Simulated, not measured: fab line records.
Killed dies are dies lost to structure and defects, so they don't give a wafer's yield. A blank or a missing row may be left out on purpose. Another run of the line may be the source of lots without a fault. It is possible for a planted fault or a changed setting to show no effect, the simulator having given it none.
A struck lot beside a sound one / flow sky130 / 19 steps out of a route of 708
Sound: these wafers, L483.1, L483.3, L483.4. Wafers struck: L492.3, L492.4, L492.6. The cause is given at the end.
Each step with rows lists, per side, the tool, then ch with its chambers, then its first start. Under that, the readings that differ: sound wafers / struck wafers / difference of the means / sigmas: that difference in standard deviations of wafers without a fault.
alike: a reading whose means differ by less than 2 such deviations, as well as words and numbers matching on both sides. not compared: withheld readings; readings where some wafer has no value; bounds like >300 that might hide an equal value; numbers whose values overlap and for which the record gives no deviation.
A row with sigmas, a row that says differs or no value, or rows on one side alone: a step with any of these is where the two part. Numbers that have no deviation but don't overlap get no sigmas and don't part them. A reading that every wafer of one side lacks parts them only if that side has two wafers or more.

SKY_POLY_GATE_CD_MEAS_22:
  struck on cd-sem-01, day 20 01:16; sound on cd-sem-01, day 16 21:29
  alike: cd-nm
then, 7 steps without rows for these wafers: SKY_LDD_N_DEHYDRATE_00 (time 60 s); SKY_LDD_N_HMDS_01 (prime time 60 s); SKY_LDD_N_COAT_02 (resist thk 300 nm); SKY_LDD_N_SOFTBAKE_03 (time 60 s); SKY_LDD_N_EXPOSE_04 (exposes mask NTM, target cd 840 nm); SKY_LDD_N_PEB_05; SKY_LDD_N_DEVELOP_06 (develop time 60 s).
SKY_LDD_N_OVL_MEAS_07:
  struck on overlay-02, day 21 06:36; sound on overlay-02, day 18 01:40
  alike: LDD_N_OVL
then, 3 steps without rows for these wafers: SKY_LDD_N_IMPLANT_08; SKY_LDD_N_IMPLANT_09; SKY_LDD_N_IMPLANT_10.
SKY_LDD_N_IMPLANT_11:
  struck on implanter-01, day 21 07:07; sound on implanter-04 ch 0, day 18 02:08
  no value came back on the struck wafers for beam-energy-keV, beam-on-s (s); on the sound wafers beam-energy-keV reads 20.002 20.009 20.004
then, 4 steps without rows for these wafers: SKY_LDD_N_IMPLANT_12; SKY_LDD_N_IMPLANT_13; SKY_LDD_N_IMPLANT_14; SKY_LDD_N_IMPLANT_15.
SKY_LDD_N_STRIP_16: strips in O2/N2.
  sound on plasma-asher-03 ch 0,1, day 18 02:53; struck on plasma-asher-01 ch 0,1, day 21 07:52
reading=strip-time-to-endpoint-s (s); sound=4.318 4.304 4.304; struck=4.163 4.146 4.156; difference=-0.154; sigmas=-11
  alike: drypump-motor-current-A, n2-flow-sccm, oes-product-au
  not compared: rf-hours-counter-h
SKY_LDD_N_TW_MEAS_17:
  struck on film-metro-02, day 21 07:56; sound on film-metro-02, day 18 02:59
reading=LDD_N_TW; sound=2571 2586 2582; struck=2422 2426 2428; difference=-154; sigmas=-7

== WHERE THEY PART ==
First at SKY_LDD_N_IMPLANT_11; last, within this record, at SKY_LDD_N_TW_MEAS_17.

WHY: the cause the simulator had injected
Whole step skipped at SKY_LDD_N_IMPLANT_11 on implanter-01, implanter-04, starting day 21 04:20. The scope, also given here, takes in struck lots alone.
